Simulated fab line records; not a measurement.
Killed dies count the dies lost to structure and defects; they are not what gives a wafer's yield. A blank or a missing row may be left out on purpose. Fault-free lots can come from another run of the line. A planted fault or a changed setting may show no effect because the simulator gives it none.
Which tool did it? -- flow sky130 -- 11 lots with 33 wafers sampled at 2 steps, on a route of 708 steps

WHAT THE GAUGES READ, wafer by wafer
SKY_VIA3_BOW_MEAS_03.
lot,measured,on,VIA3_BOW (um)
L111,day 39 09:44,film-metro-02,71 74 76
L112,day 39 11:51,film-metro-03,73 76 83
L115,day 40 14:11,film-metro-02,79 79 89
L116,day 40 18:43,film-metro-03,81 80 72
L117,day 41 09:48,film-metro-01,76 83 82
L123,day 42 20:34,film-metro-02,78 83 68
L124,day 43 04:23,film-metro-03,92 75 87
L126,day 44 03:13,film-metro-02,76 71 89
L129,day 44 05:12,film-metro-01,83 74 80
L131,day 44 20:54,film-metro-03,85 77 83
L132,day 45 10:56,film-metro-01,70 63 68

SKY_VIA3_THK_MEAS_23: measures by xrf.
lot,measured,on,VIA3_W_THK (nm)
L111,day 40 12:17,film-metro-01,400 402 399
L112,day 40 13:37,film-metro-01,404 400 405
L115,day 41 15:08,film-metro-03,414 411 406
L116,day 41 20:26,film-metro-02,405 406 406
L117,day 42 11:16,film-metro-03,401 400 407
L123,day 43 20:42,film-metro-02,406 401 405
L124,day 44 03:49,film-metro-01,404 398 398
L126,day 45 02:54,film-metro-02,408 406 404
L129,day 45 05:24,film-metro-02,406 406 395
L131,day 45 20:16,film-metro-01,402 396 394
L132,day 46 08:05,film-metro-01,395 397 385

TOOL THAT RAN EACH LOT (tool first, then ch and the chambers of the sampled wafers, then the start)
Record: no process step prior to these readings.

WHAT THE TOOLS THEMSELVES READ (means of the sampled wafers that have a number; where no wafer has one, the mark that the record gives instead)
The record holds no such reading with a usual standard deviation.

THE ANSWER, worked out from the rows above alone
Rule: usual is defined by the lots themselves. The widest of any qualifying gaps counts: lots, ordered by their means at a reading, are off when they make up no more than a third of the lots, leave a main group of 4 or more, and stand apart from it by 3 or more times the standard deviation of that group's means. If all means in a main group match to the digits the tables above print for the reading, that group is not used. Also off: a lot with no number at a reading for which 4 or more lots have one. The other lots that the step has rows for count as sound. After the gauges, taken in route order, come the tools' own readings; for these a lot's mean is taken, as printed above. The first step at which some lot is off is used, and at that step the reading that is off furthest; a lot without a number counts as furthest.
No lot is off on any of the readings shown, so nothing can be concluded from this.

WHAT WAS PUT IN BY THE SIMULATOR
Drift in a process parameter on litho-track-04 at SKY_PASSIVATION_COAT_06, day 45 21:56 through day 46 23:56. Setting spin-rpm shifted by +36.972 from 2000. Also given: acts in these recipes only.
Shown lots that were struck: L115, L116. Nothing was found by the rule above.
